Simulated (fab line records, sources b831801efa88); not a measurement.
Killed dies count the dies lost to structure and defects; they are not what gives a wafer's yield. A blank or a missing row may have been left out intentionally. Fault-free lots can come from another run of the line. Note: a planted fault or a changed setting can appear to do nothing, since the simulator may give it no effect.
Struck lot and sound lot, side by side	flow sky130	15 out of 708 route steps
Sound: the wafers L270.1, L270.4, L270.6. Struck: wafer L286.2. (L286.1, L286.5 of the same lot were not struck and are left out.) The cause comes at the end.
Per side, at each step with rows, come the tool, then ch with its chambers, and then its first start. Under that, the readings that differ: sound wafers	struck wafers	difference of the means	sigmas: that difference in standard deviations of wafers without a fault.
alike: same words and numbers on both sides, and readings whose means sit less than 2 such deviations apart. not compared: any withheld reading, any reading some wafer has no value for, any bound like >300 that may hide the same value, and any number with overlapping values for which the record gives no deviation.
The two part at a step that has a row with sigmas, a row that says differs or no value, or rows on one side only. Numbers that don't overlap but have no deviation are shown without sigmas and don't part them. Lack of a reading on every wafer of one side parts them only where that side has two or more wafers.

first, 6 steps without rows for these wafers: SKY_VIA4_HMDS_05 (prime time 60 s); SKY_VIA4_COAT_06 (resist thk 1140 nm); SKY_VIA4_SOFTBAKE_07 (time 60 s); SKY_VIA4_EXPOSE_08 (exposes mask VIM4, target cd 800 nm); SKY_VIA4_PEB_09; SKY_VIA4_DEVELOP_10 (develop time 60 s).
SKY_VIA4_OVL_MEAS_11:
  struck on overlay-02, day 47 19:51; sound on overlay-01, day 44 05:17
  alike: VIA4_OVL
SKY_VIA4_ETCH_12: etches SiO2 in C4F8/O2/Ar, stops on TiN, target depth 580 nm.
  sound on rieDiel-01 ch 0,1, day 44 05:19; struck on rieDiel-01 ch 1, day 47 19:53
  alike: biasW, oesProductAu
SKY_VIA4_STRIP_13: strips in O2/N2.
  sound on plasmaAsher-03 ch 0, day 44 05:23; struck on plasmaAsher-03 ch 0, day 47 19:58
  alike: drypumpMotorCurrentA, n2FlowSccm, oesProductAu, stripTimeToEndpointS
  not compared: rfHoursCounterH
then, 3 steps without rows for these wafers: SKY_VIA4_STRIP_14 (strips in post etch residue remover, time 1200 s); SKY_VIA4_CLEAN_15 (cleans in IPA, time 180 s); SKY_VIA4_CLEAN_16 (cleans in O3/DIW).
SKY_VIA4_SPUTTER_17: material TiN, target thk 20 nm, time 80 s.
  struck on pvdSputter-01, day 47 20:34; sound on pvdSputter-03, day 44 06:01
reading	sound	struck	difference	sigmas
chamberPressurePa (Pa)	5.016 4.997 4.991	5.133	+0.132	+13
  alike: throttleValvePct
  not compared: model.TiN_of_VIA4_SPUTTER_17.thkNm
SKY_VIA4_CVD_18: deposits W, target thk 505 nm, time 152.14 s.
  sound on cvdW-01 ch 0,1, day 44 06:04; struck on cvdW-01 ch 1, day 47 20:37
  alike: heaterPowerW
-- the record jumps here: 2 days lie between the struck wafers' starts before and after (it left off in module VIA4 and takes up again in module PAD_OPEN, whose first step shown is number 708 of the route) --
SKY_PAD_OPEN_PROBE_99:
  only the struck wafers here have rows in the record (prober-02, day 50 04:27); the sound ones have none

== WHERE THEY PART ==
At SKY_VIA4_SPUTTER_17 first; at SKY_PAD_OPEN_PROBE_99 last (within this record only).

WHY: what the simulator had put in
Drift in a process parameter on pvdSputter-01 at SKY_VIA4_SPUTTER_17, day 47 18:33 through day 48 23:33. Setting chamberPressurePa, moved by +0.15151, from 5. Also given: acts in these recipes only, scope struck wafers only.
